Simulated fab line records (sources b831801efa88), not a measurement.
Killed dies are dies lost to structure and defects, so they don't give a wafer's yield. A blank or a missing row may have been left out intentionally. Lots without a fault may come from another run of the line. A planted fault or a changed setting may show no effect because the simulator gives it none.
Which of the tools did it? | flow sky130 | 21 wafers sampled from 7 lots at 1 step of a route of 708

WHAT EACH GAUGE READ, for each wafer
SKY_VIA2_RS_MEAS_22: the measuring method here is four-point-probe.
lot  | measured     | on            | VIA2_W_RS (ohm/sq)
L760 | day 37 08:27 | film-metro-03 | 0.280 0.279 0.269
L762 | day 37 22:07 | film-metro-04 | 0.268 0.269 0.281
L771 | day 40 22:10 | film-metro-01 | 0.274 0.272 0.270
L773 | day 41 14:16 | film-metro-03 | 0.272 0.272 0.276
L775 | day 42 04:29 | film-metro-01 | 0.272 0.270 0.270
L777 | day 42 11:28 | film-metro-03 | 0.269 0.268 0.274
L780 | day 43 00:49 | film-metro-01 | 0.272 0.271 0.271

WHICH TOOL RAN EACH LOT (tool, then ch and the chambers of the sampled wafers, then the start)
Record: no process step prior to these readings.

THE ANSWER, worked out from the rows above alone
Rule: usual is defined by the lots themselves. The widest of any qualifying gaps counts: lots, ordered by their means at a reading, are off when they make up no more than a third of the lots, leave a main group of 4 or more, and stand apart from it by 3 or more times the standard deviation of that group's means. Not used: any main group whose means are identical at the precision the tables above print for the reading. A lot without any number at a reading at which 4 lots or more have one is off too. Any other lot the step has rows for is counted as sound.
Across all readings shown, no lot is off: no conclusion can be drawn from this.

WHAT THE SIMULATOR HAD PUT IN
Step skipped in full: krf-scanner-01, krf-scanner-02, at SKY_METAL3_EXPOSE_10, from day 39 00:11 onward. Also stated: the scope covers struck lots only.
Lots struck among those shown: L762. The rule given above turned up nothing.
